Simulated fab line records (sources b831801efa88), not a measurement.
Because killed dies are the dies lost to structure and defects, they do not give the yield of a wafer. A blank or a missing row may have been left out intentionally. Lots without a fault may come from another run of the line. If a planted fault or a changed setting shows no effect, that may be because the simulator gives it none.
Which tool did it? :: flow sky130 :: 12 lots with 36 wafers sampled at 2 steps, on a route of 708 steps

== WHAT EACH GAUGE READ, for each wafer ==
SKY_VIA1_BOW_MEAS_03.
lot: L442
measured: day 34 14:43
on: filmMetro-04
VIA1_BOW (um): 79 81 88

lot: L444
measured: day 35 03:26
on: filmMetro-02
VIA1_BOW (um): 85 81 87

lot: L445
measured: day 35 04:04
on: filmMetro-01
VIA1_BOW (um): 78 82 71

lot: L446
measured: day 35 08:28
on: filmMetro-04
VIA1_BOW (um): 82 68 82

lot: L447
measured: day 35 18:44
on: filmMetro-01
VIA1_BOW (um): 84 85 83

lot: L448
measured: day 36 01:59
on: filmMetro-02
VIA1_BOW (um): 73 82 82

lot: L449
measured: day 36 12:49
on: filmMetro-02
VIA1_BOW (um): 78 84 87

lot: L451
measured: day 36 17:42
on: filmMetro-01
VIA1_BOW (um): 76 75 83

lot: L452
measured: day 37 02:20
on: filmMetro-02
VIA1_BOW (um): 77 74 62

lot: L459
measured: day 39 18:15
on: filmMetro-02
VIA1_BOW (um): 83 86 86

lot: L461
measured: day 39 22:42
on: filmMetro-02
VIA1_BOW (um): 76 82 82

lot: L460
measured: day 39 23:19
on: filmMetro-04
VIA1_BOW (um): 84 84 63

== WHAT TOOL EACH LOT RAN ON (gives the tool, then ch and the chambers of the sampled wafers, and finally the start) ==
lot: L442
SKY_METAL1_ETCH_18: rieMetal-03 ch 0,1, day 34 13:04

lot: L444
SKY_METAL1_ETCH_18: rieMetal-04 ch 0,1, day 35 02:12

lot: L445
SKY_METAL1_ETCH_18: rieMetal-02 ch 0,1, day 35 02:38

lot: L446
SKY_METAL1_ETCH_18: rieMetal-03 ch 0,1, day 35 07:13

lot: L447
SKY_METAL1_ETCH_18: rieMetal-04 ch 0,1, day 35 17:23

lot: L448
SKY_METAL1_ETCH_18: rieMetal-04 ch 0,1, day 36 00:19

lot: L449
SKY_METAL1_ETCH_18: rieMetal-03 ch 0,1, day 36 11:36

lot: L451
SKY_METAL1_ETCH_18: rieMetal-02 ch 0,1, day 36 16:29

lot: L452
SKY_METAL1_ETCH_18: rieMetal-04 ch 1, day 37 00:58

lot: L459
SKY_METAL1_ETCH_18: rieMetal-04 ch 0, day 39 17:02

lot: L461
SKY_METAL1_ETCH_18: rieMetal-03 ch 0,1, day 39 21:29

lot: L460
SKY_METAL1_ETCH_18: rieMetal-02 ch 0,1, day 39 22:00
- SKY_METAL1_ETCH_18: etches BARC in N2/H2, stops on SiO2, time 45.9 s, target depth 60 nm.

== AS READ BY THE TOOLS THEMSELVES (means over the sampled wafers that have a number; for cases with no such wafer, the mark the record gives instead) ==
SKY_METAL1_ETCH_18.
lot: L442
tool: rieMetal-03
drypumpMotorCurrentA (A): 6.0
oesProductAu (a.u.): 0.852
throttleValvePct (%): 13.227

lot: L444
tool: rieMetal-04
drypumpMotorCurrentA (A): 5.4
oesProductAu (a.u.): 0.854
throttleValvePct (%): 13.219

lot: L445
tool: rieMetal-02
drypumpMotorCurrentA (A): 5.5
oesProductAu (a.u.): 0.854
throttleValvePct (%): 13.223

lot: L446
tool: rieMetal-03
drypumpMotorCurrentA (A): 5.7
oesProductAu (a.u.): 0.853
throttleValvePct (%): 13.225

lot: L447
tool: rieMetal-04
drypumpMotorCurrentA (A): 5.7
oesProductAu (a.u.): 0.859
throttleValvePct (%): 13.237

lot: L448
tool: rieMetal-04
drypumpMotorCurrentA (A): 5.7
oesProductAu (a.u.): 0.857
throttleValvePct (%): 13.225

lot: L449
tool: rieMetal-03
drypumpMotorCurrentA (A): 6.0
oesProductAu (a.u.): 0.850
throttleValvePct (%): 13.228

lot: L451
tool: rieMetal-02
drypumpMotorCurrentA (A): 5.5
oesProductAu (a.u.): 0.854
throttleValvePct (%): 13.230

lot: L452
tool: rieMetal-04
drypumpMotorCurrentA (A): 6.1
oesProductAu (a.u.): 0.858
throttleValvePct (%): 13.220

lot: L459
tool: rieMetal-04
drypumpMotorCurrentA (A): 5.0
oesProductAu (a.u.): 0.856
throttleValvePct (%): 13.224

lot: L461
tool: rieMetal-03
drypumpMotorCurrentA (A): 5.7
oesProductAu (a.u.): 0.854
throttleValvePct (%): 13.225

lot: L460
tool: rieMetal-02
drypumpMotorCurrentA (A): 5.5
oesProductAu (a.u.): 0.857
throttleValvePct (%): 13.231

== THE ANSWER, worked out from the rows above alone ==
Rule: usual is defined by the lots themselves. Put in order of their means at a reading, lots are off if they are a third of the lots or fewer, leave a main group of 4 or more, and stand apart from it by a gap of 3 or more times the standard deviation of the main group's means; of several such gaps the widest counts. Not used: any main group whose means are identical at the precision the tables above print for the reading. A lot without any number at a reading at which 4 lots or more have one is off too. Where the step has rows for the other lots, those lots are counted as sound. After the gauges, taken in route order, come the tools' own readings; for these a lot's mean is taken, as printed above. At the first step where some lot is off, the reading lying furthest off is the one used; lots without a number count as furthest.
Nothing can be told from this: no lot is off at any reading shown.

== WHAT HAD BEEN PUT IN BY THE SIMULATOR ==
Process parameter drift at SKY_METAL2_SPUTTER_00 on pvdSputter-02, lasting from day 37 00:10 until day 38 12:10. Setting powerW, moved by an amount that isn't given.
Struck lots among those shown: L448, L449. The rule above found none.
